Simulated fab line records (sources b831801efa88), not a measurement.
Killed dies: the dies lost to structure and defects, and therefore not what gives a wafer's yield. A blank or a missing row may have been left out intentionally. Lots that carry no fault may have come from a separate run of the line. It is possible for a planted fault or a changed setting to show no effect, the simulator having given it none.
Problem report in the 8D (eight disciplines) form, filled by code ; flow gf180mcu ; the parts of the form that need people (team, actions taken, sign-off) are left out

## 1. PROBLEM STATEMENT
Mean SAB_CVD_00_THK at GF_SAB_THK_MEAS_01: 14.0 nm over 4 wafers in 3 lots; fault-free wafers: 50.0 nm, standard deviation 0.7. Measured from the usual mean, that is -51 standard deviations.
Earliest sighting: wafer L676.2 on film_metro-04 at day 18 07:10. At this step, 35 wafers from 12 lots have a number in the record. Rule for "out", or "out of limits": more than 4 standard deviations from the usual mean. Any other wafer with a number is counted as sound.

## 2. WHAT IT IS; WHAT IT IS NOT
question;is;is not
which readings at this step;SAB_CVD_00_THK;-
which lots;L676, L679, L680;L671, L672, L673, L675, L686, L687, L688, L689, L690
which wafers of those lots;L676.2, L676.5, L679.5, L680.5;L676.1, L679.4, L680.1, L680.3
read on which gauges;film_metro-04;film_metro-02, film_metro-03
when;from day 18 07:10;"up to then (13 sound wafers); but 18 sound wafers of L679, L680, L686, L687, L688, L689, L690 came after"

## 3. THE SUSPECTS, EACH WITH WHAT RULES IT OUT
Counting: a tool at a process step up to the reading stays a suspect if it ran every lot that is out. Sound lots after the first of them don't rule it out here, since some wafers of a struck lot are sound.
- the gauge at GF_SAB_THK_MEAS_01: kept. All the wafers that are out were read on film_metro-04, and no step on other tools shows them out.
- pecvd-01 at GF_SAB_CVD_00 (deposits SiO2 from TEOS, target thk 50 nm, time 4.9302 s): kept. It ran every lot that is out, first L676 (day 18 07:08); its last sound lot up to then is L673 (day 16 09:00).
After counting, pecvd-01 at GF_SAB_CVD_00 and film_metro-04 at GF_SAB_THK_MEAS_01 remain.

## 4. THE CAUSE (what the simulator had put in)
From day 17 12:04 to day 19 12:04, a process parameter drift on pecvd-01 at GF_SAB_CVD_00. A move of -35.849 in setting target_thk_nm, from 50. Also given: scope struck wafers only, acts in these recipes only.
2 suspects survive the count, and this tool is in that group.

## 5. SEQUENCE OF EFFECTS, ordered by route
Each row: a reading whose mean over the struck wafers that have a number lies more than 3 standard deviations from the usual. Readings are gone through only where the record gives a usual standard deviation; hours: the median, over the lots, of the time from a lot's start at the first step in this table giving one to that lot's start at this step; sigmas: the change measured in usual standard deviations.
hours;step;reading;usual;on struck wafers;change;sigmas
0;GF_SAB_THK_MEAS_01;SAB_CVD_00_THK;50.0 nm;14.0;-36.0;-51

## 6. WHAT WOULD HAVE CAUGHT IT SOONER
In this record the first reading out of limits at a measuring or inspecting step was taken at day 18 07:10, 19 hours after the fault began at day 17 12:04.
Tool readings at GF_SAB_CVD_00 with a usual standard deviation given in the record: none out on any struck wafer, hence no alarm at a limit of 4 standard deviations on them.
Lots out: 3; of these, L679, L680 started GF_SAB_CVD_00 on pecvd-01 after day 18 07:10. A hold on the tool at that time would have spared those 2.
